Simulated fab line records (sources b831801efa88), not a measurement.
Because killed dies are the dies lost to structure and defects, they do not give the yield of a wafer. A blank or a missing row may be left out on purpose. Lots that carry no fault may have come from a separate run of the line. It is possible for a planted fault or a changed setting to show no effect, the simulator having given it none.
Comparing a struck lot with a sound one | flow sky130 | 15 steps out of a route of 708
Sound: these wafers, L965.1, L965.3, L965.5. Struck: wafers L956.1, L956.2, L956.6. Last of all comes the cause.
Per side, at each step with rows, come the tool, then ch with its chambers, and then its first start. Under that, the readings that differ: sound wafers | struck wafers | difference of the means | sigmas: that difference in standard deviations of wafers without a fault.
alike: words and numbers the same on both sides, and readings whose means are apart by under 2 such deviations; not compared: readings that were withheld, readings missing a value for some wafer, numbers with overlapping values and no deviation given by the record, and bounds like >300 which may hide the same value.
Wherever a step has rows on one side only, a row that says differs or no value, or a row with sigmas, the two part there. When numbers do not overlap yet have no deviation, they are printed without sigmas and do not part them. Lack of a reading on every wafer of one side parts them only where that side has two or more wafers.

SKY_LDD_HVN_OVL_MEAS_07:
  sound on overlay-01 at day 26 03:04; struck on overlay-01 at day 22 16:20
  alike: LDD_HVN_OVL
after that, 1 step had no rows for these wafers: SKY_LDD_HVN_IMPLANT_08.
SKY_LDD_HVN_STRIP_09: strips in O2/N2.
  sound on plasmaAsher-03 ch 0,1, day 26 03:16; struck on plasmaAsher-02 ch 0,1, day 22 16:31
reading                  | sound       | struck      | difference | sigmas
drypumpMotorCurrentA (A) | 6.4 6.0 6.4 | 5.7 5.6 5.6 | -0.6       | -2
  alike: o2FlowSccm, oesProductAu, stripTimeToEndpointS
  not compared: rfHoursCounterH
SKY_LDD_HVN_TW_MEAS_10:
  sound on filmMetro-03 at day 26 03:22; struck on filmMetro-01 at day 22 16:37
  alike: LDD_HVN_TW
then, 7 steps without rows for these wafers: SKY_LDD_HVP_DEHYDRATE_00 (time 60 s); SKY_LDD_HVP_HMDS_01 (prime time 60 s); SKY_LDD_HVP_COAT_02 (resist thk 300 nm); SKY_LDD_HVP_SOFTBAKE_03 (time 60 s); SKY_LDD_HVP_EXPOSE_04 (exposes mask HVPTM, target cd 700 nm); SKY_LDD_HVP_PEB_05; SKY_LDD_HVP_DEVELOP_06 (develop time 60 s).
SKY_LDD_HVP_OVL_MEAS_07:
  sound on overlay-02 at day 27 08:29; struck on overlay-01 at day 23 22:32
  alike: LDD_HVP_OVL
SKY_LDD_HVP_IMPLANT_08:
  sound on implanter-04 ch 0, day 27 08:31; struck on implanter-04, day 23 22:35
  no value came back on the struck wafers for beamEnergyKeV, beamOnS (s), doseIonsCm2; on the sound wafers beamEnergyKeV reads 20.000 20.003 19.995
SKY_LDD_HVP_STRIP_09: strips in O2/N2.
  sound on plasmaAsher-04 ch 0, day 27 08:40; struck on plasmaAsher-02 ch 0,1, day 23 22:44
reading                  | sound          | struck         | difference | sigmas
drypumpMotorCurrentA (A) | 6.29 6.26 6.26 | 5.72 5.61 5.60 | -0.63      | -2
  alike: o2FlowSccm, oesProductAu, stripTimeToEndpointS
  not compared: rfHoursCounterH
SKY_LDD_HVP_TW_MEAS_10:
  sound on filmMetro-04 at day 27 08:46; struck on filmMetro-04 at day 23 22:50
reading    | sound       | struck   | difference | sigmas
LDD_HVP_TW | 455 455 457 | 30 30 30 | -426       | -93

## WHERE THEY PART
At SKY_LDD_HVN_STRIP_09 first; at SKY_LDD_HVP_TW_MEAS_10 last (within this record only).

WHY: what had been put in by the simulator
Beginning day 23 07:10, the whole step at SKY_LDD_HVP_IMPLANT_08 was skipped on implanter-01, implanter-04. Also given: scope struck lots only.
